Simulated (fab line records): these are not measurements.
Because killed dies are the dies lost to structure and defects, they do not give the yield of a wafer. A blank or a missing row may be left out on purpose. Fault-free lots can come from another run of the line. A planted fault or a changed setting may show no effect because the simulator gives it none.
Which tool was responsible? :: flow gf180mcu :: 12 lots with 36 wafers sampled at 5 steps, on a route of 602 steps

== WHAT THE GAUGES SHOWED, per wafer ==
GF_HV_LDD_OVL_MEAS_08.
lot: L839
measured: day 9 21:03
on: overlay-02
HV_LDD_OVL (nm): -1.4 -1.3 -2.1

lot: L840
measured: day 10 08:26
on: overlay-02
HV_LDD_OVL (nm): -0.3 0.3 -1.2

lot: L844
measured: day 11 12:25
on: overlay-02
HV_LDD_OVL (nm): 0.8 0.5 -0.7

lot: L845
measured: day 11 21:56
on: overlay-01
HV_LDD_OVL (nm): -1.6 -0.9 -3.0

lot: L852
measured: day 14 05:14
on: overlay-01
HV_LDD_OVL (nm): -1.5 -1.0 -2.3

lot: L854
measured: day 14 16:46
on: overlay-02
HV_LDD_OVL (nm): 1.4 0.4 1.3

lot: L855
measured: day 14 23:05
on: overlay-01
HV_LDD_OVL (nm): 0.7 0.4 1.0

lot: L856
measured: day 15 03:47
on: overlay-02
HV_LDD_OVL (nm): 0.0 1.8 1.3

lot: L857
measured: day 15 11:16
on: overlay-02
HV_LDD_OVL (nm): -0.5 0.9 -0.2

lot: L859
measured: day 16 02:14
on: overlay-01
HV_LDD_OVL (nm): -1.2 -0.6 -1.9

lot: L860
measured: day 16 12:53
on: overlay-02
HV_LDD_OVL (nm): 0.6 -0.9 -1.4

lot: L861
measured: day 16 22:05
on: overlay-02
HV_LDD_OVL (nm): 0.0 -1.6 -1.0

GF_V3_THK_MEAS_03.
lot: L839
measured: day 21 04:02
on: film_metro-01
V3_CVD_02_THK (nm): 862 853 859

lot: L840
measured: day 21 22:00
on: film_metro-04
V3_CVD_02_THK (nm): 850 846 860

lot: L844
measured: day 23 06:44
on: film_metro-04
V3_CVD_02_THK (nm): 645 662 658

lot: L845
measured: day 23 15:31
on: film_metro-02
V3_CVD_02_THK (nm): 635 644 665

lot: L852
measured: day 26 05:57
on: film_metro-04
V3_CVD_02_THK (nm): 857 843 857

lot: L854
measured: day 26 22:37
on: film_metro-01
V3_CVD_02_THK (nm): 854 873 872

lot: L855
measured: day 27 00:01
on: film_metro-01
V3_CVD_02_THK (nm): 848 837 867

lot: L856
measured: day 27 05:05
on: film_metro-02
V3_CVD_02_THK (nm): 856 869 866

lot: L857
measured: day 27 08:47
on: film_metro-04
V3_CVD_02_THK (nm): 836 846 862

lot: L859
measured: day 28 00:02
on: film_metro-02
V3_CVD_02_THK (nm): 829 844 842

lot: L860
measured: day 28 11:38
on: film_metro-02
V3_CVD_02_THK (nm): 850 880 858

lot: L861
measured: day 28 20:25
on: film_metro-02
V3_CVD_02_THK (nm): 835 854 864

== WHAT TOOL EACH LOT RAN ON (gives the tool, then ch and the chambers of the sampled wafers, and finally the start) ==
lot: L839
GF_POLY_GATE_ETCH_13: rie_si-01 ch 0,2,3, day 9 01:22
GF_HV_LDD_STRIP_10: plasma_asher-04 ch 0,1, day 9 21:15
GF_V3_CVD_02: pecvd-03 ch 0,1,2, day 21 03:58

lot: L840
GF_POLY_GATE_ETCH_13: rie_si-02 ch 1,2,3, day 9 12:40
GF_HV_LDD_STRIP_10: plasma_asher-04 ch 0,1, day 10 08:37
GF_V3_CVD_02: pecvd-04 ch 0,1, day 21 21:55

lot: L844
GF_POLY_GATE_ETCH_13: rie_si-02 ch 1,2, day 10 16:25
GF_HV_LDD_STRIP_10: plasma_asher-02 ch 0,1, day 11 12:36
GF_V3_CVD_02: pecvd-03 ch 0,1,2, day 23 06:40

lot: L845
GF_POLY_GATE_ETCH_13: rie_si-02 ch 0,2, day 11 01:13
GF_HV_LDD_STRIP_10: plasma_asher-04 ch 0,1, day 11 22:07
GF_V3_CVD_02: pecvd-03 ch 0,1,2, day 23 15:26

lot: L852
GF_POLY_GATE_ETCH_13: rie_si-02 ch 0,1,2, day 13 06:22
GF_HV_LDD_STRIP_10: plasma_asher-03 ch 1, day 14 05:25
GF_V3_CVD_02: pecvd-03 ch 0,1, day 26 05:53

lot: L854
GF_POLY_GATE_ETCH_13: rie_si-01 ch 0,3, day 13 17:37
GF_HV_LDD_STRIP_10: plasma_asher-04 ch 0,1, day 14 16:56
GF_V3_CVD_02: pecvd-01 ch 0,1,2, day 26 22:32

lot: L855
GF_POLY_GATE_ETCH_13: rie_si-01 ch 0,1,3, day 14 00:04
GF_HV_LDD_STRIP_10: plasma_asher-03 ch 0,1, day 14 23:16
GF_V3_CVD_02: pecvd-03 ch 1,2, day 26 23:56

lot: L856
GF_POLY_GATE_ETCH_13: rie_si-01 ch 0,2,3, day 14 04:46
GF_HV_LDD_STRIP_10: plasma_asher-02 ch 0,1, day 15 03:58
GF_V3_CVD_02: pecvd-03 ch 0,2, day 27 05:01

lot: L857
GF_POLY_GATE_ETCH_13: rie_si-02 ch 0,2,3, day 14 12:22
GF_HV_LDD_STRIP_10: plasma_asher-04 ch 0,1, day 15 11:26
GF_V3_CVD_02: pecvd-03 ch 0,2, day 27 08:43

lot: L859
GF_POLY_GATE_ETCH_13: rie_si-02 ch 2,3, day 15 02:22
GF_HV_LDD_STRIP_10: plasma_asher-02 ch 0,1, day 16 02:25
GF_V3_CVD_02: pecvd-04 ch 0,1,2, day 27 23:58

lot: L860
GF_POLY_GATE_ETCH_13: rie_si-01 ch 2,3, day 15 12:43
GF_HV_LDD_STRIP_10: plasma_asher-04 ch 0,1, day 16 13:04
GF_V3_CVD_02: pecvd-03 ch 0,1,2, day 28 11:34

lot: L861
GF_POLY_GATE_ETCH_13: rie_si-02 ch 0,1,2, day 15 22:34
GF_HV_LDD_STRIP_10: plasma_asher-02 ch 0,1, day 16 22:18
GF_V3_CVD_02: pecvd-01 ch 0,1, day 28 20:19
- GF_POLY_GATE_ETCH_13: etches poly-Si in HBr/Cl2, stops on SiO2, target depth 198.5 nm, time 69.6 s.
- GF_HV_LDD_STRIP_10: strips in O2/N2.
- GF_V3_CVD_02: deposits SiO2 from TEOS, target thk 850 nm, time 94.851 s.

== WHAT THE TOOLS THEMSELVES READ (means of the sampled wafers that have a number; where no wafer has one, the mark that the record gives instead) ==
GF_POLY_GATE_ETCH_13.
lot: L839
tool: rie_si-01
drypump_motor_current_A (A): 5.4
oes_product_au (a.u.): 0.988
throttle_valve_pct (%): 33.689

lot: L840
tool: rie_si-02
drypump_motor_current_A (A): 5.7
oes_product_au (a.u.): 0.984
throttle_valve_pct (%): 33.689

lot: L844
tool: rie_si-02
drypump_motor_current_A (A): 5.8
oes_product_au (a.u.): 0.979
throttle_valve_pct (%): 33.687

lot: L845
tool: rie_si-02
drypump_motor_current_A (A): 5.7
oes_product_au (a.u.): 0.981
throttle_valve_pct (%): 33.684

lot: L852
tool: rie_si-02
drypump_motor_current_A (A): 5.7
oes_product_au (a.u.): 0.992
throttle_valve_pct (%): 33.674

lot: L854
tool: rie_si-01
drypump_motor_current_A (A): 5.6
oes_product_au (a.u.): 0.981
throttle_valve_pct (%): 33.685

lot: L855
tool: rie_si-01
drypump_motor_current_A (A): 5.8
oes_product_au (a.u.): 0.998
throttle_valve_pct (%): 33.695

lot: L856
tool: rie_si-01
drypump_motor_current_A (A): 5.4
oes_product_au (a.u.): 1.002
throttle_valve_pct (%): 33.682

lot: L857
tool: rie_si-02
drypump_motor_current_A (A): 5.5
oes_product_au (a.u.): 0.987
throttle_valve_pct (%): 33.686

lot: L859
tool: rie_si-02
drypump_motor_current_A (A): 5.5
oes_product_au (a.u.): 0.985
throttle_valve_pct (%): 33.683

lot: L860
tool: rie_si-01
drypump_motor_current_A (A): 5.5
oes_product_au (a.u.): 0.986
throttle_valve_pct (%): 33.681

lot: L861
tool: rie_si-02
drypump_motor_current_A (A): 5.6
oes_product_au (a.u.): 0.991
throttle_valve_pct (%): 33.688

GF_HV_LDD_STRIP_10.
lot: L839
tool: plasma_asher-04
drypump_motor_current_A (A): 5.6
heater_power_w (W): 297
oes_product_au (a.u.): 0.715
strip_time_to_endpoint_s (s): 12.61

lot: L840
tool: plasma_asher-04
drypump_motor_current_A (A): 5.5
heater_power_w (W): 295
oes_product_au (a.u.): 0.716
strip_time_to_endpoint_s (s): 12.61

lot: L844
tool: plasma_asher-02
drypump_motor_current_A (A): 5.9
heater_power_w (W): 340
oes_product_au (a.u.): 0.717
strip_time_to_endpoint_s (s): 12.66

lot: L845
tool: plasma_asher-04
drypump_motor_current_A (A): 5.4
heater_power_w (W): 287
oes_product_au (a.u.): 0.713
strip_time_to_endpoint_s (s): 12.58

lot: L852
tool: plasma_asher-03
drypump_motor_current_A (A): 5.1
heater_power_w (W): 304
oes_product_au (a.u.): 0.714
strip_time_to_endpoint_s (s): 12.61

lot: L854
tool: plasma_asher-04
drypump_motor_current_A (A): 5.4
heater_power_w (W): 290
oes_product_au (a.u.): 0.714
strip_time_to_endpoint_s (s): 12.64

lot: L855
tool: plasma_asher-03
drypump_motor_current_A (A): 5.2
heater_power_w (W): 327
oes_product_au (a.u.): 0.717
strip_time_to_endpoint_s (s): 12.61

lot: L856
tool: plasma_asher-02
drypump_motor_current_A (A): 6.0
heater_power_w (W): 351
oes_product_au (a.u.): 0.717
strip_time_to_endpoint_s (s): 12.60

lot: L857
tool: plasma_asher-04
drypump_motor_current_A (A): 5.6
heater_power_w (W): 298
oes_product_au (a.u.): 0.717
strip_time_to_endpoint_s (s): 12.65

lot: L859
tool: plasma_asher-02
drypump_motor_current_A (A): 6.0
heater_power_w (W): 352
oes_product_au (a.u.): 0.718
strip_time_to_endpoint_s (s): 12.64

lot: L860
tool: plasma_asher-04
drypump_motor_current_A (A): 5.4
heater_power_w (W): 287
oes_product_au (a.u.): 0.715
strip_time_to_endpoint_s (s): 12.66

lot: L861
tool: plasma_asher-02
drypump_motor_current_A (A): 6.0
heater_power_w (W): 354
oes_product_au (a.u.): 0.713
strip_time_to_endpoint_s (s): 12.61

GF_V3_CVD_02.
lot: L839
tool: pecvd-03
heater_power_w (W): 661
run_length_s (s): 122.9

lot: L840
tool: pecvd-04
heater_power_w (W): 587
run_length_s (s): 122.9

lot: L844
tool: pecvd-03
heater_power_w (W): 743
run_length_s (s): 100.9

lot: L845
tool: pecvd-03
heater_power_w (W): 730
run_length_s (s): 100.9

lot: L852
tool: pecvd-03
heater_power_w (W): 819
run_length_s (s): 123.3

lot: L854
tool: pecvd-01
heater_power_w (W): 626
run_length_s (s): 122.9

lot: L855
tool: pecvd-03
heater_power_w (W): 756
run_length_s (s): 122.9

lot: L856
tool: pecvd-03
heater_power_w (W): 689
run_length_s (s): 122.6

lot: L857
tool: pecvd-03
heater_power_w (W): 689
run_length_s (s): 122.8

lot: L859
tool: pecvd-04
heater_power_w (W): 571
run_length_s (s): 122.9

lot: L860
tool: pecvd-03
heater_power_w (W): 711
run_length_s (s): 122.9

lot: L861
tool: pecvd-01
heater_power_w (W): 603
run_length_s (s): 122.5

== THE ANSWER, worked out from the rows above alone ==
Rule: the usual values come from the lots themselves. Put in order of their means at a reading, lots are off if they are a third of the lots or fewer, leave a main group of 4 or more, and stand apart from it by a gap of 3 or more times the standard deviation of the main group's means; of several such gaps the widest counts. The tables above print the reading to a certain number of digits; a main group whose means all agree to those digits is not used. Also off: a lot with no number at a reading for which 4 or more lots have one. Any other lot the step has rows for is counted as sound. After the gauges, taken in route order, come the tools' own readings; for these a lot's mean is taken, as printed above. At the first step where some lot is off, the reading lying furthest off is the one used; lots without a number count as furthest.
Off: L844, L845, at GF_V3_THK_MEAS_03 (V3_CVD_02_THK). For the main group the mean is 854 nm and the standard deviation 8.
A tool fits if, at a process step before that reading, it ran every lot that is off, and no sound lot after the first of them. Not tried: the gauges at GF_V3_THK_MEAS_03; whatever is off there is also off at GF_V3_CVD_02, on other tools, and gauge error can't account for it. No candidate that was tried fits.

== WHAT THE SIMULATOR PUT IN ==
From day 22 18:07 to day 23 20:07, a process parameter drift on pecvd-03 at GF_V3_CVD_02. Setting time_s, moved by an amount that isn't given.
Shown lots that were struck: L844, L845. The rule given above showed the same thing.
